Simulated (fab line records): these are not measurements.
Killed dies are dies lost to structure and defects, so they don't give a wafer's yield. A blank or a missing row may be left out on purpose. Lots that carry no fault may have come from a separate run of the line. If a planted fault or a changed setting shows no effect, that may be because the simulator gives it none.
fab line records	flow sky130
record: lots: 24	wafers: 72	last_day: 50
route steps=708 shown METAL1@434 VIA1@470 VIA2@521 CAPM@551 CAP2M@616
lots untouched by any fault: they come from a run of this same line in which no faults occurred
start_h: hours from the record's first day to the start of the lot's first wafer shown	wait_h: how many hours have passed since the lot's step before this one	" identical to the entry in the row above	L1.1+2: several wafers, shown together as one row	- no value, or no start given	* or withheld: withheld	< > ~ a bound
route shown NAME@n: NAME is a module with steps in the file, n the number in the route of the first one	usual: average and standard deviation across the fault-free wafers	same: alike in all rows	chamber/n: place in a boat	sites: per-site readings	_std_site: standard deviation across them	_edge_site: the outer-site mean with the inner-site mean subtracted	radius_mm: for every site, how far away it sits from the centre of the wafer	mask NAME#n: copy n	behind: the most recent tool/chamber to have shaped the wafer	hold: why the lot was held/for how many hours/how that ended	device: names the non-switching transistor (n, p or np)	end of line: the same wafers' tests at the end of the route	a step with no rows: only its recipe	killed: the dies lost at the first sort to structure and to defects; this is not the yield of the wafer	map: a wafer's dies, x killed, . not, _ none there
set.NAME: the setting as run; set.NAME@STEP: as run at that earlier step	model.NAME: the simulator's own value behind a step, which no gauge read
a sample of lots followed through the steps of the route, with each step as a table and each wafer as a row
services: a tool's chamber out of use, with start hour (start_h, from the record's first day; less than 0 if before it), hours out, and reason
== steps ==
step: SKY_METAL1_SPUTTER_00
recipe: material: Ti	target_thk_nm: 15	power_w: 3000	time_s: 10	chamber_pressure_pa: 0.4
usual: throttle_valve_pct: 29.4/1.2
lot.wafer	tool	chamber	start_h	wait_h	throttle_valve_pct
L074.1	pvd_sputter-01	-	725.24	0.1	29.2
L074.2	"	-	"	"	30.3
L074.3	"	-	"	"	30.0
L075.1	pvd_sputter-01	-	744.11	0.1	29.6
L075.4	"	-	"	"	29.9
L075.5	"	-	"	"	29.6
L076.1	pvd_sputter-01	-	755.62	0.2	30.4
L076.3	"	-	"	"	29.3
L076.4	"	-	"	"	30.1
L077.1	pvd_sputter-03	-	765.07	0.1	29.8
L077.4	"	-	"	"	28.2
L077.6	"	-	"	"	30.1
L078.2	pvd_sputter-01	-	768.88	0.1	30.1
L078.3	"	-	"	"	29.4
L078.5	"	-	"	"	29.5
L079.3	pvd_sputter-03	-	774.44	0.1	27.8
L079.4	"	-	"	"	29.0
L079.5	"	-	"	"	29.8
L080.2	pvd_sputter-03	-	782.57	0.1	30.2
L080.3	"	-	"	"	29.8
L080.6	"	-	"	"	28.9
L081.2	pvd_sputter-02	-	791.53	0.1	31.4
L081.5	"	-	"	"	30.1
L081.6	"	-	"	"	26.4
L082.2	pvd_sputter-03	-	796.87	0.1	27.7
L082.3	"	-	"	"	28.9
L082.6	"	-	"	"	30.4
L083.3	pvd_sputter-02	-	805.16	0.2	30.0
L083.4	"	-	"	"	28.6
L083.6	"	-	"	"	26.4
L084.2	pvd_sputter-01	-	823.11	0.1	29.9
L084.4	"	-	"	"	30.3
L084.6	"	-	"	"	29.1
L085.1	pvd_sputter-02	-	823.42	0.1	30.1
L085.2	"	-	"	"	28.5
L085.5	"	-	"	"	26.5
L086.2	pvd_sputter-03	-	832.86	0.1	30.5
L086.3	"	-	"	"	27.5
L086.6	"	-	"	"	27.7
L087.1	pvd_sputter-02	-	839.46	0.1	28.5
L087.2	"	-	"	"	31.5
L087.3	"	-	"	"	26.3
L088.1	pvd_sputter-01	-	848.16	0.2	29.5
L088.4	"	-	"	"	30.4
L088.5	"	-	"	"	30.3
L089.1	pvd_sputter-01	-	858.64	0.2	29.7
L089.4	"	-	"	"	29.7
L089.6	"	-	"	"	29.4
L090.1	pvd_sputter-02	-	862.77	0.1	26.4
L090.3	"	-	"	"	28.7
L090.6	"	-	"	"	28.6
L091.1	pvd_sputter-02	-	871.80	0.1	26.5
L091.3	"	-	"	"	28.6
L091.4	"	-	"	"	31.4
L092.1	pvd_sputter-03	-	881.26	0.2	29.8
L092.2	"	-	"	"	27.8
L092.6	"	-	"	"	29.8
L093.2	pvd_sputter-02	-	882.64	0.2	31.5
L093.3	"	-	"	"	28.5
L093.4	"	-	"	"	30.1
L094.1	pvd_sputter-01	-	891.77	0.2	30.5
L094.3	"	-	"	"	29.5
L094.6	"	-	"	"	30.0
L095.1	pvd_sputter-01	-	897.82	0.2	30.0
L095.4	"	-	"	"	29.5
L095.5	"	-	"	"	29.1
L096.2	pvd_sputter-01	-	902.82	0.2	29.4
L096.5	"	-	"	"	29.5
L096.6	"	-	"	"	30.0
L097.3	pvd_sputter-01	-	922.54	0.2	29.9
L097.4	"	-	"	"	29.6
L097.5	"	-	"	"	29.3
step: SKY_METAL1_RS_MEAS_05
recipe: thk_meas_gauge: four-point-probe	reads: TiN_of_METAL1_SPUTTER_04+Ti_of_METAL1_SPUTTER_03+AlCu_of_METAL1_SPUTTER_02+TiN_of_METAL1_SPUTTER_01+Ti_of_METAL1_SPUTTER_00
usual: METAL1_ALCU_RS: 0.1263/0.0014
lot.wafer	tool	chamber	start_h	wait_h	METAL1_ALCU_RS[ohm/sq]
L074.1	film_metro-01	-	725.38	0.0	0.1255
L074.2	"	-	"	"	0.1257
L074.3	"	-	"	"	0.1261
L075.1	film_metro-02	-	744.24	0.0	0.1266
L075.4	"	-	"	"	0.1261
L075.5	"	-	"	"	0.1271
L076.1	film_metro-02	-	755.76	0.0	0.1253
L076.3	"	-	"	"	0.1272
L076.4	"	-	"	"	0.1261
L077.1	film_metro-01	-	765.21	0.0	0.1271
L077.4	"	-	"	"	0.1279
L077.6	"	-	"	"	0.1283
L078.2	film_metro-02	-	769.04	0.0	0.1268
L078.3	"	-	"	"	0.1261
L078.5	"	-	"	"	0.1256
L079.3	film_metro-02	-	774.62	0.1	0.1255
L079.4	"	-	"	"	0.1248
L079.5	"	-	"	"	0.1242
L080.2	film_metro-04	-	782.73	0.0	0.1243
L080.3	"	-	"	"	0.1253
L080.6	"	-	"	"	0.1251
L081.2	film_metro-04	-	791.69	0.0	0.1268
L081.5	"	-	"	"	0.1274
L081.6	"	-	"	"	0.1275
L082.2	film_metro-02	-	797.03	0.0	0.1274
L082.3	"	-	"	"	0.1258
L082.6	"	-	"	"	0.1261
L083.3	film_metro-01	-	805.34	0.1	0.1261
L083.4	"	-	"	"	0.1250
L083.6	"	-	"	"	0.1252
L084.2	film_metro-01	-	823.27	0.0	0.1261
L084.4	"	-	"	"	0.1253
L084.6	"	-	"	"	0.1259
L085.1	film_metro-04	-	823.56	0.0	0.1260
L085.2	"	-	"	"	0.1265
L085.5	"	-	"	"	0.1257
L086.2	film_metro-02	-	833.02	0.0	0.1284
L086.3	"	-	"	"	0.1284
L086.6	"	-	"	"	0.1295
L087.1	film_metro-04	-	839.60	0.0	0.1277
L087.2	"	-	"	"	0.1280
L087.3	"	-	"	"	0.1272
L088.1	film_metro-02	-	848.30	0.0	0.1278
L088.4	"	-	"	"	0.1264
L088.5	"	-	"	"	0.1275
L089.1	film_metro-01	-	858.78	0.0	0.1280
L089.4	"	-	"	"	0.1298
L089.6	"	-	"	"	0.1278
L090.1	film_metro-04	-	862.91	0.0	0.1254
L090.3	"	-	"	"	0.1256
L090.6	"	-	"	"	0.1256
L091.1	film_metro-01	-	871.99	0.1	0.1236
L091.3	"	-	"	"	0.1246
L091.4	"	-	"	"	0.1236
L092.1	film_metro-02	-	881.40	0.0	0.1252
L092.2	"	-	"	"	0.1247
L092.6	"	-	"	"	0.1239
L093.2	film_metro-02	-	882.80	0.0	0.1267
L093.3	"	-	"	"	0.1275
L093.4	"	-	"	"	0.1277
L094.1	film_metro-04	-	891.91	0.0	0.1254
L094.3	"	-	"	"	0.1255
L094.6	"	-	"	"	0.1253
L095.1	film_metro-02	-	897.96	0.0	0.1251
L095.4	"	-	"	"	0.1239
L095.5	"	-	"	"	0.1240
L096.2	film_metro-01	-	902.98	0.0	0.1286
L096.5	"	-	"	"	0.1286
L096.6	"	-	"	"	0.1270
L097.3	film_metro-01	-	922.72	0.1	0.1271
L097.4	"	-	"	"	0.1268
L097.5	"	-	"	"	0.1268
step: SKY_VIA1_CD_MEAS_12
recipe: target_cd_nm: 150
usual: cd_nm: 149.6/1.5
lot.wafer	tool	chamber	start_h	wait_h	cd_nm
L074.1	cd_sem-01	-	782.26	-	147.6
L074.2	"	-	"	"	147.4
L074.3	"	-	"	"	149.6
L075.1	cd_sem-01	-	799.54	-	149.3
L075.4	"	-	"	"	151.3
L075.5	"	-	"	"	150.0
L076.1	cd_sem-02	-	812.29	-	150.5
L076.3	"	-	"	"	149.7
L076.4	"	-	"	"	149.5
L077.1	cd_sem-02	-	820.69	-	151.1
L077.4	"	-	"	"	149.7
L077.6	"	-	"	"	149.2
L078.2	cd_sem-02	-	824.59	-	152.2
L078.3	"	-	"	"	150.8
L078.5	"	-	"	"	150.3
L079.3	cd_sem-01	-	830.13	-	148.5
L079.4	"	-	"	"	150.3
L079.5	"	-	"	"	149.3
L080.2	cd_sem-01	-	836.48	-	149.7
L080.3	"	-	"	"	149.5
L080.6	"	-	"	"	149.4
L081.2	cd_sem-02	-	845.38	-	148.3
L081.5	"	-	"	"	149.3
L081.6	"	-	"	"	148.2
L082.2	cd_sem-01	-	852.04	-	150.7
L082.3	"	-	"	"	148.3
L082.6	"	-	"	"	147.5
L083.3	cd_sem-01	-	859.26	-	152.9
L083.4	"	-	"	"	153.4
L083.6	"	-	"	"	151.1
L084.2	cd_sem-02	-	877.26	-	150.0
L084.4	"	-	"	"	148.3
L084.6	"	-	"	"	149.8
L085.1	cd_sem-02	-	877.77	-	150.2
L085.2	"	-	"	"	147.6
L085.5	"	-	"	"	149.2
L086.2	cd_sem-01	-	886.01	-	149.5
L086.3	"	-	"	"	149.2
L086.6	"	-	"	"	148.8
L087.1	cd_sem-01	-	893.09	-	148.1
L087.2	"	-	"	"	149.5
L087.3	"	-	"	"	149.6
L088.1	cd_sem-01	-	901.27	-	150.2
L088.4	"	-	"	"	150.8
L088.5	"	-	"	"	152.0
L089.1	cd_sem-02	-	913.06	-	149.9
L089.4	"	-	"	"	150.2
L089.6	"	-	"	"	148.7
L090.1	cd_sem-02	-	915.91	-	146.7
L090.3	"	-	"	"	147.3
L090.6	"	-	"	"	145.6
L091.1	cd_sem-02	-	924.17	-	148.5
L091.3	"	-	"	"	147.4
L091.4	"	-	"	"	150.3
L092.1	cd_sem-01	-	932.36	-	149.2
L092.2	"	-	"	"	149.7
L092.6	"	-	"	"	147.9
L093.2	cd_sem-02	-	934.48	-	151.0
L093.3	"	-	"	"	150.2
L093.4	"	-	"	"	152.4
L094.1	cd_sem-02	-	943.76	-	151.3
L094.3	"	-	"	"	150.3
L094.6	"	-	"	"	150.7
L095.1	cd_sem-02	-	948.59	-	150.8
L095.4	"	-	"	"	148.9
L095.5	"	-	"	"	150.3
L096.2	cd_sem-02	-	952.23	-	146.9
L096.5	"	-	"	"	147.1
L096.6	"	-	"	"	147.6
L097.3	cd_sem-02	-	973.86	-	148.7
L097.4	"	-	"	"	148.2
L097.5	"	-	"	"	148.4
step: SKY_VIA2_ETCH_14
recipe: chemistry: N2/H2	target: BARC	ion_energy_ev: 200	source_w: 500	bias_w: 100	pressure_mtorr: 30	n2_flow_sccm: 100	h2_flow_sccm: 200	stop_on: SiO2	time_s: 45.9	target_depth_a: 600
usual: drypump_motor_current_A: 5.6/0.48	oes_product_au: 0.855/0.0045	throttle_valve_pct: 13.225/0.0097
lot.wafer	tool	chamber	start_h	wait_h	drypump_motor_current_A	oes_product_au	rf_hours_counter_h	throttle_valve_pct
L074.1	rie_diel-02	3	838.94	0.0	5.9	0.861	7	13.219
L074.2	"	0	"	"	5.0	0.854	11	13.218
L074.3	"	2	"	"	5.2	0.864	2	13.241
L075.1	rie_diel-03	2	856.09	0.0	5.1	0.859	11	13.218
L075.4	"	0	"	"	5.6	0.857	17	13.221
L075.5	"	3	"	"	6.7	0.849	-	13.223
L076.1	rie_diel-01	0	869.80	0.0	5.7	0.861	14	13.228
L076.3	"	3	"	"	5.8	0.855	12	13.241
L076.4	"	2	"	"	6.5	0.848	4	13.237
L077.1	rie_diel-03	1	876.07	0.0	5.3	0.852	8	13.231
L077.4	"	0	"	"	5.6	0.850	18	13.242
L077.6	"	2	"	"	5.1	0.863	-	13.234
L078.2	rie_diel-02	0	881.89	0.0	5.0	0.858	12	13.233
L078.3	"	2	"	"	5.2	0.857	3	13.224
L078.5	"	0	"	"	5.0	0.853	-	13.227
L079.3	rie_diel-01	2	885.62	0.0	6.5	0.856	4	13.210
L079.4	"	0	"	"	5.7	0.855	15	13.217
L079.5	"	1	"	"	5.7	0.858	-	13.211
L080.2	rie_diel-03	0	891.99	0.0	5.6	0.850	19	13.224
L080.3	"	3	"	"	6.7	0.858	18	13.218
L080.6	"	0	"	"	5.6	0.851	-	13.231
L081.2	rie_diel-01	2	900.29	0.0	6.6	0.853	5	13.230
L081.5	"	1	"	"	5.7	0.856	-	13.248
L081.6	"	0	"	"	5.7	0.858	-	13.219
L082.2	rie_diel-01	2	906.77	0.0	6.5	0.846	5	13.213
L082.3	"	0	"	"	5.7	0.852	15	13.199
L082.6	"	1	"	"	5.7	0.847	-	13.227
L083.3	rie_diel-03	1	914.27	0.0	5.3	0.851	10	13.227
L083.4	"	2	"	"	5.1	0.847	13	13.227
L083.6	"	0	"	"	5.6	0.853	-	13.221
L084.2	rie_diel-02	0	930.92	0.0	5.0	0.859	14	13.236
L084.4	"	1	"	"	5.0	0.855	0	13.226
L084.6	"	3	"	"	5.9	0.860	-	13.240
L085.1	rie_diel-01	1	932.14	0.0	5.7	0.854	18	13.236
L085.2	"	0	"	"	5.7	0.861	16	13.229
L085.5	"	0	"	"	5.7	0.851	-	13.225
L086.2	rie_diel-02	3	939.49	0.0	5.9	0.851	10	13.227
L086.3	"	1	"	"	5.0	0.856	0	13.234
L086.6	"	0	"	"	5.0	0.851	-	13.226
L087.1	rie_diel-01	1	946.34	0.0	5.7	0.856	19	13.216
L087.2	"	0	"	"	5.7	0.860	17	13.216
L087.3	"	3	"	"	5.8	0.857	14	13.230
L088.1	rie_diel-01	0	952.64	0.0	5.7	0.849	17	13.210
L088.4	"	0	"	"	5.7	0.850	-	13.229
L088.5	"	1	"	"	5.6	0.853	-	13.229
L089.1	rie_diel-02	2	965.27	0.0	5.2	0.849	5	13.208
L089.4	"	3	"	"	5.9	0.864	11	13.239
L089.6	"	3	"	"	5.9	0.854	-	13.225
L090.1	rie_diel-02	0	968.29	0.0	5.0	0.856	15	13.240
L090.3	"	2	"	"	5.2	0.851	5	13.221
L090.6	"	0	"	"	5.0	0.846	-	13.213
L091.1	rie_diel-03	2	977.02	0.0	5.1	0.861	14	13.228
L091.3	"	0	"	"	5.6	0.852	21	13.217
L091.4	"	0	"	"	5.6	0.856	-	13.231
L092.1	rie_diel-02	3	982.99	0.0	6.0	0.855	11	13.236
L092.2	"	1	"	"	5.0	0.855	1	13.234
L092.6	"	3	"	"	5.9	0.854	-	13.214
L093.2	rie_diel-01	3	985.94	0.0	5.8	0.858	16	13.231
L093.3	"	0	"	"	5.7	0.849	18	13.225
L093.4	"	2	"	"	6.6	0.857	7	13.235
L094.1	rie_diel-03	2	995.24	0.0	5.1	0.855	15	13.224
L094.3	"	0	"	"	5.6	0.845	22	13.220
L094.6	"	1	"	"	5.3	0.851	-	13.225
L095.1	rie_diel-02	1	998.99	0.0	5.0	0.856	2	13.230
L095.4	"	2	"	"	5.2	0.859	6	13.214
L095.5	"	0	"	"	5.0	0.860	-	13.208
L096.2	rie_diel-01	0	1003.14	0.0	5.7	0.852	19	13.231
L096.5	"	2	"	"	6.5	0.850	-	13.232
L096.6	"	1	"	"	5.7	0.852	-	13.232
L097.3	rie_diel-03	0	1023.54	0.0	5.6	0.858	23	13.204
L097.4	"	2	"	"	5.0	0.858	16	13.231
L097.5	"	1	"	"	5.3	0.866	-	13.216
step: SKY_CAPM_STRIP_14
recipe: chemistry: O2/N2	power_w: 1400	pressure_mtorr: 1500	platen_temp_c: withheld	o2_flow_sccm: 3000	n2_flow_sccm: 300	overash_fraction: 0.5
usual: drypump_motor_current_A: 5.38/0.17	oes_product_au: 0.710/0.0045	strip_time_to_endpoint_s: 12.64/0.047
lot.wafer	tool	chamber	start_h	wait_h	drypump_motor_current_A	oes_product_au	rf_hours_counter_h	strip_time_to_endpoint_s
L074.1	plasma_asher-04	1	866.98	0.1	4.94	0.720	104	12.62
L074.2	"	0	"	"	5.44	0.703	104	12.60
L074.3	"	1	"	"	4.96	0.711	-	12.61
L075.1	plasma_asher-04	1	883.09	0.1	4.93	0.709	106	12.67
L075.4	"	0	"	"	5.44	0.704	-	12.62
L075.5	"	0	"	"	5.44	0.719	-	12.67
L076.1	plasma_asher-02	1	897.85	0.1	5.35	0.712	16	12.66
L076.3	"	0	"	"	5.28	0.705	-	12.68
L076.4	"	1	"	"	5.36	0.714	-	12.65
L077.1	plasma_asher-03	0	902.99	0.1	5.36	0.714	46	12.66
L077.4	"	0	"	"	5.34	0.718	-	12.64
L077.6	"	0	"	"	5.35	0.709	-	12.68
L078.2	plasma_asher-03	1	909.62	0.1	5.58	0.716	47	12.78
L078.3	"	0	"	"	5.34	0.712	-	12.74
L078.5	"	1	"	"	5.58	0.703	-	12.72
L079.3	plasma_asher-03	0	912.73	0.1	5.36	0.705	-	12.62
L079.4	"	1	"	"	5.56	0.706	-	12.66
L079.5	"	1	"	"	5.56	0.701	-	12.60
L080.2	plasma_asher-02	0	918.50	0.1	5.29	0.709	18	12.65
L080.3	"	0	"	"	5.31	0.707	-	12.67
L080.6	"	0	"	"	5.30	0.710	-	12.65
L081.2	plasma_asher-03	1	926.00	0.1	5.57	0.710	49	12.71
L081.5	"	1	"	"	5.57	0.710	-	12.71
L081.6	"	0	"	"	5.35	0.713	-	12.71
L082.2	plasma_asher-03	1	933.59	0.1	5.57	0.701	50	12.60
L082.3	"	1	"	"	5.55	0.708	-	12.58
L082.6	"	1	"	"	5.56	0.707	-	12.56
L083.3	plasma_asher-03	0	941.38	0.1	5.32	0.704	-	12.60
L083.4	"	1	"	"	5.58	0.712	-	12.64
L083.6	"	1	"	"	5.59	0.717	-	12.58
L084.2	plasma_asher-03	1	956.94	0.1	5.57	0.710	52	12.70
L084.4	"	1	"	"	5.58	0.717	-	12.65
L084.6	"	0	"	"	5.35	0.717	-	12.67
L085.1	plasma_asher-03	0	957.70	0.1	5.35	0.707	52	12.67
L085.2	"	1	"	"	5.57	0.708	52	12.71
L085.5	"	0	"	"	5.37	0.712	-	12.71
L086.2	plasma_asher-02	1	965.19	0.1	5.37	0.711	22	12.69
L086.3	"	0	"	"	5.32	0.716	-	12.68
L086.6	"	1	"	"	5.37	0.711	-	12.69
L087.1	plasma_asher-03	0	972.60	0.1	5.35	0.710	54	12.59
L087.2	"	1	"	"	5.55	0.706	54	12.60
L087.3	"	0	"	"	5.36	0.709	-	12.64
L088.1	plasma_asher-02	0	977.70	0.1	5.31	0.713	24	12.64
L088.4	"	1	"	"	5.35	0.711	-	12.54
L088.5	"	1	"	"	5.36	0.709	-	12.61
L089.1	plasma_asher-02	1	990.04	0.1	5.36	0.711	25	12.67
L089.4	"	0	"	"	5.30	0.702	-	12.64
L089.6	"	1	"	"	5.36	0.708	-	12.61
L090.1	plasma_asher-03	0	993.34	0.1	5.37	0.713	55	12.59
L090.3	"	0	"	"	5.37	0.709	-	12.60
L090.6	"	0	"	"	5.37	0.708	-	12.56
L091.1	plasma_asher-04	0	1002.75	0.1	5.47	0.708	118	12.70
L091.3	"	1	"	"	4.94	0.715	-	12.68
L091.4	"	0	"	"	5.45	0.706	-	12.74
L092.1	plasma_asher-03	1	1008.10	0.1	5.58	0.713	57	12.64
L092.2	"	0	"	"	5.37	0.709	57	12.66
L092.6	"	0	"	"	5.35	0.710	-	12.69
L093.2	plasma_asher-03	0	1011.47	0.1	5.36	0.706	57	12.65
L093.3	"	1	"	"	5.58	0.714	-	12.67
L093.4	"	0	"	"	5.36	0.703	-	12.71
L094.1	plasma_asher-02	0	1020.69	0.1	5.32	0.706	28	12.64
L094.3	"	1	"	"	5.39	0.717	-	12.59
L094.6	"	0	"	"	5.33	0.715	-	12.57
L095.1	plasma_asher-03	1	1024.15	0.1	5.58	0.695	58	12.58
L095.4	"	0	"	"	5.35	0.711	-	12.59
L095.5	"	0	"	"	5.38	0.711	-	12.59
L096.2	plasma_asher-02	0	1027.64	0.1	5.32	0.706	29	12.65
L096.5	"	1	"	"	5.37	0.708	-	12.67
L096.6	"	0	"	"	5.30	0.708	-	12.64
L097.3	plasma_asher-04	1	1047.98	0.1	4.95	0.713	-	12.58
L097.4	"	0	"	"	5.46	0.712	-	12.62
L097.5	"	0	"	"	5.44	0.700	-	12.64
step: SKY_CAP2M_METAL_ETCH_13
recipe: target_depth_nm: 220	stop_on: SiO2	chemistry: Cl2/BCl3	target: TiN	pressure_mtorr: 10	icp_w: 900	bias_w: 48.5	Cl2_flow_sccm: 60	bcl3_flow_sccm: 30	time_s: 62.9
usual: drypump_motor_current_A: 6.0/0.46	he_backside_leak_sccm: 3.32/0.18	oes_product_au: 0.942/0.0072	throttle_valve_pct: 21.900/0.01
lot.wafer	tool	chamber	start_h	wait_h	drypump_motor_current_A	he_backside_leak_sccm	oes_product_au	rf_hours_counter_h	throttle_valve_pct
L074.1	rie_metal-03	0	946.87	0.0	5.0	3.25	0.934	14	21.914
L074.2	"	0	"	"	5.0	3.27	0.939	-	21.907
L074.3	"	0	"	"	5.0	3.22	0.941	-	21.890
L075.1	rie_metal-02	0	961.57	0.0	6.2	3.49	0.948	15	21.897
L075.4	"	0	"	"	6.2	3.40	0.943	-	21.908
L075.5	"	0	"	"	6.2	3.46	0.942	-	21.913
L076.1	rie_metal-03	1	975.57	0.0	5.9	3.56	0.938	1	21.895
L076.3	"	0	"	"	5.0	3.29	0.945	-	21.899
L076.4	"	1	"	"	5.9	3.36	0.931	-	21.895
L077.1	rie_metal-02	1	980.22	0.0	6.3	3.03	0.934	1	21.891
L077.4	"	0	"	"	6.2	3.27	0.934	-	21.901
L077.6	"	1	"	"	6.2	3.13	0.943	-	21.900
L078.2	rie_metal-02	1	986.42	0.0	6.3	3.28	0.936	2	21.892
L078.3	"	1	"	"	6.3	3.12	0.936	-	21.897
L078.5	"	1	"	"	6.3	3.12	0.937	-	21.908
L079.3	rie_metal-01	0	989.63	0.1	6.2	3.12	0.950	-	21.912
L079.4	"	0	"	"	6.3	3.13	0.940	-	21.892
L079.5	"	0	"	"	6.3	3.10	0.951	-	21.893
L080.2	rie_metal-03	1	995.32	0.0	5.8	3.33	0.948	2	21.903
L080.3	"	1	"	"	5.9	3.34	0.945	-	21.916
L080.6	"	1	"	"	5.8	4.04	0.948	-	21.893
L081.2	rie_metal-02	1	1002.35	0.0	6.3	3.22	0.938	2	21.896
L081.5	"	0	"	"	6.2	3.46	0.931	-	21.902
L081.6	"	1	"	"	6.3	3.31	0.937	-	21.907
L082.2	rie_metal-02	0	1007.75	0.0	6.2	3.47	0.945	17	21.880
L082.3	"	1	"	"	6.3	3.27	0.944	-	21.909
L082.6	"	0	"	"	6.2	3.39	0.937	-	21.885
L083.3	rie_metal-02	1	1016.25	0.0	6.2	3.23	0.941	-	21.914
L083.4	"	0	"	"	6.2	3.36	0.944	-	21.905
L083.6	"	1	"	"	6.3	3.09	0.946	-	21.904
L084.2	rie_metal-02	1	1031.67	0.0	6.3	3.06	0.928	4	21.903
L084.4	"	1	"	"	6.3	3.23	0.934	-	21.913
L084.6	"	1	"	"	6.2	3.02	0.930	-	21.923
L085.1	rie_metal-01	1	1032.12	0.0	5.8	3.54	0.951	1	21.894
L085.2	"	0	"	"	6.3	3.27	0.951	17	21.900
L085.5	"	1	"	"	5.9	3.71	0.944	-	21.914
L086.2	rie_metal-01	1	1038.62	0.0	5.9	3.64	0.946	1	21.892
L086.3	"	1	"	"	5.9	3.53	0.954	-	21.904
L086.6	"	1	"	"	5.9	3.47	0.948	-	21.882
L087.1	rie_metal-02	1	1045.87	0.0	6.3	3.22	0.938	5	21.888
L087.2	"	0	"	"	6.2	3.63	0.951	20	21.885
L087.3	"	0	"	"	6.2	3.53	0.944	-	21.893
L088.1	rie_metal-03	0	1051.00	0.0	5.0	3.24	0.937	20	21.898
L088.4	"	0	"	"	5.0	3.14	0.941	-	21.915
L088.5	"	1	"	"	5.9	3.44	0.940	-	21.913
L089.1	rie_metal-02	0	1062.00	0.0	6.2	3.44	0.941	21	21.894
L089.4	"	1	"	"	6.3	3.23	0.942	-	21.903
L089.6	"	1	"	"	6.3	3.33	0.937	-	21.889
L090.1	rie_metal-03	1	1065.22	0.0	5.9	3.21	0.947	7	21.886
L090.3	"	0	"	"	5.0	3.20	0.942	-	21.909
L090.6	"	0	"	"	5.0	3.33	0.937	-	21.910
L091.1	rie_metal-02	0	1074.27	0.0	6.2	3.48	0.939	22	21.906
L091.3	"	1	"	"	6.3	3.29	0.943	-	21.903
L091.4	"	0	"	"	6.2	3.34	0.941	-	21.920
L092.1	rie_metal-02	1	1077.47	0.0	6.3	3.09	0.950	7	21.887
L092.2	"	0	"	"	6.2	3.34	0.942	22	21.900
L092.6	"	0	"	"	6.2	3.46	0.946	-	21.897
L093.2	rie_metal-03	1	1081.45	0.0	5.9	3.27	0.949	8	21.901
L093.3	"	1	"	"	5.9	3.36	0.943	-	21.898
L093.4	"	0	"	"	5.0	3.41	0.960	-	21.878
L094.1	rie_metal-02	1	1090.07	0.0	6.2	3.13	0.937	7	21.898
L094.3	"	1	"	"	6.2	3.04	0.940	-	21.922
L094.6	"	1	"	"	6.2	2.95	0.939	-	21.913
L095.1	rie_metal-01	0	1093.17	0.0	6.3	3.12	0.952	21	21.887
L095.4	"	0	"	"	6.3	3.28	0.948	-	21.889
L095.5	"	0	"	"	6.3	3.18	0.953	-	21.899
L096.2	rie_metal-03	0	1096.12	0.0	5.0	3.21	0.937	23	21.888
L096.5	"	0	"	"	5.0	3.17	0.945	-	21.887
L096.6	"	1	"	"	5.9	3.28	0.946	-	21.898
L097.3	rie_metal-01	1	1114.89	0.0	5.9	3.57	0.948	-	21.905
L097.4	"	0	"	"	6.3	3.07	0.950	-	21.906
L097.5	"	0	"	"	6.3	3.06	0.937	-	21.895
== services ==
tool	chamber	start_h	hours	kind
plasma_asher-02	-	707.89	0.5	repair
rie_metal-02	0	734.75	14.6	repair
pvd_sputter-01	-	740.09	3.8	repair
rie_diel-01	1	740.14	8.4	repair
rie_diel-02	3	777.99	4.9	repair
plasma_asher-03	-	783.51	2.8	pm
rie_diel-02	-	796.33	1.8	repair
pvd_sputter-01	-	811.99	2.3	repair
rie_diel-02	-	818.34	0.3	repair
rie_diel-02	1	880.51	6.1	repair
rie_metal-02	1	882.65	29.8	repair
rie_diel-02	-	888.17	0.2	repair
rie_diel-02	0	918.92	4.0	repair
rie_diel-02	3	927.72	2.9	repair
rie_diel-01	2	932.57	23.1	repair
rie_diel-02	2	948.34	9.8	repair
rie_diel-02	1	949.95	8.3	repair
rie_metal-02	-	973.41	2.8	pm
rie_diel-01	-	1030.84	14.6	pm
rie_metal-02	1	1033.00	6.2	repair
rie_diel-02	0	1033.87	9.7	repair
rie_diel-01	3	1053.66	13.8	repair
pvd_sputter-01	-	1090.19	24.9	repair
rie_diel-02	2	1092.19	4.5	repair
== key ==
fault none
